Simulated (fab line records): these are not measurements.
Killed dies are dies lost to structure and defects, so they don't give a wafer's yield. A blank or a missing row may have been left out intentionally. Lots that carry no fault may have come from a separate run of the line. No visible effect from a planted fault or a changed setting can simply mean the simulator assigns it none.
fab line records | flow sky130
[record] lots = 5 | wafers = 15 | last-day = 49
route steps=708 shown PAD_OPEN@696
lots that met no fault: taken from a fault-free run of the same line
start-h: hours from the record's first day to the start of the lot's first wafer shown | wait-h: time in hours since the lot's previous step | " unchanged from the row above | L1.1+2: a single row standing in for several wafers | - no value, or no start given | * or withheld: withheld | < > ~ a bound
route shown NAME@n: NAME is a module with steps in the file, n the number in the route of the first one | usual: the fault-free wafers' mean and standard deviation | same: alike in all rows | chamber/n: place in a boat | sites: per-site readings | _std_site: standard deviation of those values | _edge_site: mean of outer sites minus mean of inner sites | radius-mm: for every site, how far away it sits from the centre of the wafer | mask NAME#n: copy n | behind: the most recent tool/chamber to have shaped the wafer | hold: what put the lot on hold/how long, in hours/how the hold closed | device: the n, p or np transistor that did not switch | end of line: tests of these same wafers at the route's end | a step with no rows: only its recipe | killed: at the first sort, the dies lost to defects and structure; wafer yield is something else | map: a wafer's dies, marking killed ones x, the rest . and places with no die _
set.NAME: the setting the step ran with; set.NAME@STEP: the setting that earlier step ran with | model.NAME: the simulator's own value behind a step, which no gauge read
lots at selected steps of the route; one table per step, one row per wafer
services: when a tool's chamber went out of use (start-h, in hours from the record's first day, below 0 if earlier), for how many hours, and the reason
[[steps]]
[step SKY_PAD_OPEN_COAT_02]
[recipe] spin-rpm = 2000 | resist-thk-nm = 3000
lot.wafer  | tool           | chamber | start-h | wait-h
L080.2+3+6 | litho-track-02 | 0       | 1098.42 | 0.1
L083.2+4+6 | litho-track-02 | 0       | 1116.22 | 0.1
L090.3+4+6 | litho-track-02 | 0       | 1153.55 | 0.1
L091.4+5+6 | litho-track-03 | 0       | 1160.32 | 0.1
L093.4+5+6 | litho-track-04 | 0       | 1166.87 | 0.1
[step SKY_PAD_OPEN_SOFTBAKE_03]
[recipe] temp-c = 110 | time-s = withheld
lot.wafer  | tool           | chamber | start-h | wait-h
L080.2+3+6 | litho-track-02 | 0       | 1098.58 | 0.1
L083.2+4+6 | litho-track-02 | 0       | 1116.38 | 0.1
L090.3+4+6 | litho-track-02 | 0       | 1153.72 | 0.1
L091.4+5+6 | litho-track-03 | 0       | 1160.49 | 0.1
L093.4+5+6 | litho-track-04 | 0       | 1167.05 | 0.1
[step SKY_PAD_OPEN_EXPOSE_04]
[recipe] mask-id = PDM | target-cd-nm = 60000 | na = 0.57 | dose-mj = 260
[usual] focus-offset-nm = 0.0/0.51
lot.wafer | tool             | chamber | start-h | wait-h | mask  | focus-offset-nm
L080.2    | iline-stepper-01 | 0       | -       | -      | PDM#0 | -0.6
L080.3    | "                | 0       | "       | "      | PDM#0 | -0.8
L080.6    | "                | 0       | "       | "      | PDM#0 | -0.4
L083.2    | iline-stepper-02 | 0       | -       | -      | PDM#0 | 0.6
L083.4    | "                | 0       | "       | "      | PDM#0 | 0.5
L083.6    | "                | 0       | "       | "      | PDM#0 | -0.5
L090.3    | iline-stepper-02 | 0       | -       | -      | PDM#0 | -0.2
L090.4    | "                | 0       | "       | "      | PDM#0 | -0.5
L090.6    | "                | 0       | "       | "      | PDM#0 | -0.1
L091.4    | iline-stepper-02 | 0       | -       | -      | PDM#0 | -0.4
L091.5    | "                | 0       | "       | "      | PDM#0 | -0.2
L091.6    | "                | 0       | "       | "      | PDM#0 | 0.3
L093.4    | iline-stepper-01 | 0       | -       | -      | PDM#0 | -0.1
L093.5    | "                | 0       | "       | "      | PDM#0 | 0.0
L093.6    | "                | 0       | "       | "      | PDM#0 | -0.7
[step SKY_PAD_OPEN_PEB_05]
[recipe] temp-c = 115 | time-s = withheld
lot.wafer  | tool           | chamber | start-h | wait-h
L080.2+3+6 | litho-track-02 | 0       | -       | -
L083.2+4+6 | litho-track-04 | 0       | -       | -
L090.3+4+6 | litho-track-02 | 0       | -       | -
L091.4+5+6 | litho-track-04 | 0       | -       | -
L093.4+5+6 | litho-track-03 | 0       | -       | -
[step SKY_PAD_OPEN_DEVELOP_06]
[recipe] develop-time-s = 60 | dev-temp-c = 23
[same] develop-time-s = 60
lot.wafer  | tool           | chamber | start-h | wait-h
L080.2+3+6 | litho-track-02 | 0       | -       | -
L083.2+4+6 | litho-track-04 | 0       | -       | -
L090.3+4+6 | litho-track-02 | 0       | -       | -
L091.4+5+6 | litho-track-04 | 0       | -       | -
L093.4+5+6 | litho-track-03 | 0       | -       | -
[step SKY_PAD_OPEN_ETCH_07]
[recipe] chemistry = CF4/O2 | target-depth-nm = 725 | stop-on = AlCu | source-w = 800 | bias-w = 150 | pressure-mtorr = 150 | cf4-flow-sccm = 80 | O2_flow_sccm = 10 | time-s = 161.1
[usual] cf4-flow-sccm = 80.01/0.23 | drypump-motor-current-A = 5.7/0.47 | oes-product-au = 0.976/0.0064 | throttle-valve-pct = 5.963/0.0092
lot.wafer | tool        | chamber | start-h | wait-h | cf4-flow-sccm | drypump-motor-current-A | oes-product-au | rf-hours-counter-h | throttle-valve-pct
L080.2    | rie-diel-04 | 2       | 1109.10 | -      | 80.42         | 5.6                     | 0.971          | 28                 | 5.957
L080.3    | "           | 3       | "       | "      | 80.46         | 5.5                     | 0.964          | 5                  | 5.947
L080.6    | "           | 0       | "       | "      | 79.89         | 4.8                     | 0.972          | -                  | 5.951
L083.2    | rie-diel-04 | 3       | 1126.15 | -      | 79.90         | 5.5                     | 0.976          | 6                  | 5.961
L083.4    | "           | 2       | "       | "      | 79.76         | 5.6                     | 0.994          | -                  | 5.965
L083.6    | "           | 0       | "       | "      | 79.98         | 4.8                     | 0.980          | -                  | 5.990
L090.3    | rie-diel-02 | 2       | 1162.10 | -      | 80.04         | 6.5                     | 0.971          | 21                 | 5.959
L090.4    | "           | 1       | "       | "      | 80.25         | 5.6                     | 0.978          | 9                  | 5.956
L090.6    | "           | 1       | "       | "      | 80.15         | 5.6                     | 0.972          | -                  | 5.968
L091.4    | rie-diel-02 | 1       | 1168.95 | -      | 79.59         | 5.6                     | 0.986          | 10                 | 5.964
L091.5    | "           | 0       | "       | "      | 80.54         | 5.5                     | 0.975          | -                  | 5.958
L091.6    | "           | 3       | "       | "      | 80.06         | 5.7                     | 0.973          | -                  | 5.962
L093.4    | rie-diel-03 | 2       | 1175.64 | -      | 79.87         | 6.0                     | 0.982          | 6                  | 5.955
L093.5    | "           | 1       | "       | "      | 80.03         | 6.2                     | 0.977          | -                  | 5.956
L093.6    | "           | 0       | "       | "      | 80.10         | 6.6                     | 0.980          | -                  | 5.973
[step SKY_PAD_OPEN_STRIP_08]
[recipe] chemistry = O2/N2 | power-w = 1400 | pressure-mtorr = 1500 | platen-temp-c = withheld | overash-fraction = 0.7 | o2-flow-sccm = 3000 | n2-flow-sccm = 300
[usual] drypump-motor-current-A = 5.8/0.42 | oes-product-au = 0.663/0.0042 | strip-time-to-endpoint-s = 37.08/0.12
lot.wafer | tool            | chamber | start-h | wait-h | drypump-motor-current-A | oes-product-au | rf-hours-counter-h | strip-time-to-endpoint-s
L080.2    | plasma-asher-01 | 0       | 1109.21 | 0.1    | 6.1                     | 0.658          | 64                 | 36.95
L080.3    | "               | 1       | "       | "      | 5.9                     | 0.663          | -                  | 37.00
L080.6    | "               | 0       | "       | "      | 6.1                     | 0.663          | -                  | 37.04
L083.2    | plasma-asher-01 | 1       | 1126.25 | 0.1    | 5.9                     | 0.659          | 66                 | 37.38
L083.4    | "               | 1       | "       | "      | 5.9                     | 0.661          | -                  | 37.25
L083.6    | "               | 1       | "       | "      | 5.9                     | 0.665          | -                  | 37.25
L090.3    | plasma-asher-01 | 0       | 1162.24 | 0.1    | 6.1                     | 0.663          | -                  | 36.93
L090.4    | "               | 1       | "       | "      | 5.9                     | 0.662          | -                  | 36.98
L090.6    | "               | 1       | "       | "      | 5.9                     | 0.659          | -                  | 36.94
L091.4    | plasma-asher-01 | 1       | 1169.09 | 0.1    | 5.9                     | 0.664          | -                  | 37.10
L091.5    | "               | 0       | "       | "      | 6.1                     | 0.664          | -                  | 37.11
L091.6    | "               | 1       | "       | "      | 5.9                     | 0.664          | -                  | 37.21
L093.4    | plasma-asher-03 | 0       | 1175.78 | 0.1    | 5.3                     | 0.661          | -                  | 36.87
L093.5    | "               | 1       | "       | "      | 5.2                     | 0.665          | -                  | 36.90
L093.6    | "               | 0       | "       | "      | 5.3                     | 0.667          | -                  | 36.97
[step SKY_PAD_OPEN_STRIP_09]
[recipe] chemistry = post-etch-residue-remover | time-s = 1200 | temp-c = 72.5
lot.wafer  | tool         | chamber | start-h | wait-h
L080.2+3+6 | wet-bench-04 | 1       | 1109.31 | 0.1
L083.2+4+6 | wet-bench-03 | 2       | 1126.35 | 0.1
L090.3+4+6 | wet-bench-04 | 3       | 1162.31 | 0.0
L091.4+5+6 | wet-bench-03 | 0       | 1169.43 | 0.3
L093.4+5+6 | wet-bench-02 | 2       | 1175.93 | 0.1
[step SKY_PAD_OPEN_CLEAN_10]
[recipe] chemistry = IPA | time-s = 180 | temp-c = 25
lot.wafer  | tool         | chamber | start-h | wait-h
L080.2+3+6 | wet-bench-03 | 1       | 1109.68 | 0.0
L083.2+4+6 | wet-bench-03 | 1       | 1126.70 | 0.0
L090.3+4+6 | wet-bench-04 | 1       | 1162.83 | 0.2
L091.4+5+6 | wet-bench-02 | 1       | 1169.84 | 0.1
L093.4+5+6 | wet-bench-04 | 0       | 1176.31 | 0.0
[step SKY_PAD_OPEN_CLEAN_11]
[recipe] chemistry = O3/DIW | dry = n2-spin
lot.wafer  | tool         | chamber | start-h | wait-h
L080.2+3+6 | wet-bench-04 | 3       | 1109.74 | 0.0
L083.2+4+6 | wet-bench-02 | 3       | 1126.75 | 0.0
L090.3+4+6 | wet-bench-04 | 1       | 1162.95 | 0.0
L091.4+5+6 | wet-bench-02 | 2       | 1169.90 | 0.0
L093.4+5+6 | wet-bench-03 | 0       | 1176.43 | 0.0
[step SKY_PAD_OPEN_ANNEAL_12]
[recipe] temp-c = 400 | time-s = withheld | ambient = N2/H2 | idle-temp-c = 300 | ramp-up-c-per-min = 8 | ramp-down-c-per-min = 4
[usual] spike-tc-upper-C = 400.8/1.8
lot.wafer | tool       | chamber | start-h | wait-h | spike-tc-upper-C
L080.2    | furnace-01 | 0       | 1109.84 | 0.0    | 398.7
L080.3    | "          | 0       | "       | "      | 397.8
L080.6    | "          | 0       | "       | "      | 400.5
L083.2    | furnace-02 | 0       | 1126.99 | 0.1    | 401.3
L083.4    | "          | 0       | "       | "      | 403.3
L083.6    | "          | 0       | "       | "      | 402.1
L090.3    | furnace-01 | 0       | 1163.13 | 0.0    | 400.2
L090.4    | "          | 0       | "       | "      | 398.9
L090.6    | "          | 0       | "       | "      | 398.8
L091.4    | furnace-02 | 0       | 1170.00 | 0.0    | 401.7
L091.5    | "          | 0       | "       | "      | 402.7
L091.6    | "          | 0       | "       | "      | 401.6
L093.4    | furnace-02 | 0       | 1176.53 | 0.0    | 403.6
L093.5    | "          | 0       | "       | "      | 402.7
L093.6    | "          | 0       | "       | "      | 401.9
[step SKY_PAD_OPEN_BOW_MEAS_13]
[recipe] mode = bow
[usual] PAD_OPEN_BOW = 46/9
lot.wafer | tool          | chamber | start-h | wait-h | PAD_OPEN_BOW[um]
L080.2    | film-metro-03 | -       | 1111.36 | -      | 51
L080.3    | "             | -       | "       | "      | 44
L080.6    | "             | -       | "       | "      | 47
L083.2    | film-metro-02 | -       | 1128.51 | -      | 49
L083.4    | "             | -       | "       | "      | 54
L083.6    | "             | -       | "       | "      | 34
L090.3    | film-metro-04 | -       | 1164.67 | -      | 61
L090.4    | "             | -       | "       | "      | 60
L090.6    | "             | -       | "       | "      | 44
L091.4    | film-metro-03 | -       | 1171.56 | -      | 55
L091.5    | "             | -       | "       | "      | 57
L091.6    | "             | -       | "       | "      | 62
L093.4    | film-metro-03 | -       | 1178.09 | -      | 33
L093.5    | "             | -       | "       | "      | 43
L093.6    | "             | -       | "       | "      | 48
[[services]]
tool             | chamber | start-h | hours | kind
plasma-asher-03  | -       | 1084.83 | 1.2   | repair
wet-bench-02     | -       | 1086.76 | 27.4  | repair
rie-diel-04      | 1       | 1094.93 | 32.2  | repair
rie-diel-04      | -       | 1095.36 | 0.6   | repair
furnace-02       | -       | 1096.13 | 3.9   | pm
plasma-asher-03  | -       | 1101.80 | 2.1   | repair
furnace-01       | -       | 1105.76 | 3.5   | pm
iline-stepper-02 | -       | 1105.77 | 2.1   | pm
iline-stepper-02 | -       | 1107.85 | -     | consumable-replace:lamp
iline-stepper-01 | -       | 1114.41 | 20.9  | repair
furnace-02       | -       | 1136.11 | 0.9   | pm
rie-diel-03      | 0       | 1146.27 | 8.8   | repair
[[key]]
fault none
